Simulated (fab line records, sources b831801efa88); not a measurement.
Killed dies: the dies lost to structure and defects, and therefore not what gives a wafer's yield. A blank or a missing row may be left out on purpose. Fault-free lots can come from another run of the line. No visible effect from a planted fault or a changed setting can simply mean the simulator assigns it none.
Chamber matching ; flow sky130 ; SKY_VIA1_HDPCVD_00 on hdpcvd-02 has 3 sister chambers
The step deposits SiO2, target thk 1030 nm, time 171.7 s. 6 wafers are shown with their chamber, then 8 later ones without.

WAFERS WITH THEIR CHAMBER
wafer;chamber;run_length_s (s);pressure_mtorr (mTorr)
L135.6;2;198.9;6.005
L139.6;1;199.4;6.014
L147.2;0;199.7;5.984
L147.4;0;199.8;5.973
L147.6;2;199.0;6.003
L146.1;1;200.2;5.998

WAFERS WITH NO CHAMBER GIVEN
wafer;run_length_s (s);pressure_mtorr (mTorr)
L146.4;199.8;5.970
L146.5;198.9;5.985
L148.1;200.4;6.004
L148.3;199.7;6.017
L148.5;199.7;5.991
L149.1;200.0;5.998
L149.3;199.5;6.005
L149.6;199.5;5.999

WHICH CHAMBER EACH ONE RAN IN
wafer;from the rows above;in truth
L146.4;0;0
L146.5;can't be placed: 2 or 0 or 1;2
L148.1;can't be placed: 1 or 0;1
L148.3;can't be placed: 1 or 2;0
L148.5;can't be placed: 0 or 1 or 2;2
L149.1;can't be placed: 1 or 0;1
L149.3;can't be placed: 1 or 2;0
L149.6;can't be placed: 1 or 2 or 0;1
1 of 8 placed correctly. Unplaceable from these rows: 7, with the true chamber sitting among the candidates in 5. 0 placed wrongly.
How it was worked out, from the rows above alone: a wafer's distance from a chamber is the root of the sum, over the readings, of the square of ((its reading less the chamber's mean) divided by the reading's scatter). If the next closest chamber is less than 2 further off than the closest, the wafer can't be placed; otherwise it belongs to the closest. The mean given for a chamber averages the wafers shown for that chamber. The scatter: the root of (the sum of the squares of (reading less its chamber's mean) over the shown wafers, divided by (wafers less chambers)).
